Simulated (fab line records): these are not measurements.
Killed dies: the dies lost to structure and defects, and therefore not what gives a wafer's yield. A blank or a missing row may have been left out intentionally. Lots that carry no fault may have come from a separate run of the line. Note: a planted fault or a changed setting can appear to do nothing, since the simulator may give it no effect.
Matching of chambers ; flow sky130 ; 4 sister chambers for SKY_CONTACT_ETCH_17 on rie diel-01
The step etches SiO2 in C4F8/O2/Ar, stops on Si3N4, target depth 340 nm. 14 wafers are shown with their chamber, then 7 later ones without.

== WAFERS PAIRED WITH THEIR CHAMBERS ==
wafer;chamber;oes product au (a.u.)
L653.1;1;0.887
L653.5;3;0.886
L653.6;2;0.890
L658.1;3;0.890
L658.3;1;0.897
L658.5;0;0.885
L659.3;3;0.889
L659.4;2;0.882
L659.5;3;0.880
L664.1;3;0.892
L664.5;1;0.885
L664.6;2;0.895
L671.2;2;0.889
L671.4;0;0.893

SIGNATURES, as means of the wafers listed above
reading;chamber 0;chamber 1;chamber 2;chamber 3;scatter within a chamber
oes product au;0.88900;0.88967;0.88900;0.88740;0.00537
Rule: for each reading, subtract the chamber's mean from the wafer's reading, divide by that reading's scatter and square the result; add these up over the readings and take the root, which gives the wafer's distance from the chamber. If the next closest chamber is less than 2 further off than the closest, the wafer can't be placed; otherwise it belongs to the closest. The scatter: the root of (the sum of the squares of (reading less its chamber's mean) over the shown wafers, divided by (wafers less chambers)).

== WAFERS WITHOUT THEIR CHAMBER ==
wafer;oes product au (a.u.)
L671.6;0.893
L672.2;0.897
L672.4;0.894
L672.6;0.887
L675.1;0.888
L675.3;0.888
L675.5;0.888

== CHAMBER TAKEN BY EACH ==
wafer;from the rows above;in truth
L671.6;can't be placed: 1 or 0 or 2 or 3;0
L672.2;can't be placed: 1 or 0 or 2 or 3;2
L672.4;can't be placed: 1 or 0 or 2 or 3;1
L672.6;can't be placed: 3 or 0 or 2 or 1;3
L675.1;can't be placed: 3 or 0 or 2 or 1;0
L675.3;can't be placed: 3 or 0 or 2 or 1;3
L675.5;can't be placed: 3 or 0 or 2 or 1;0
Correct placement for 0 of the 7. Not placeable from these rows: 7 (in 7, the candidates include the true chamber). Placed wrongly: 0.
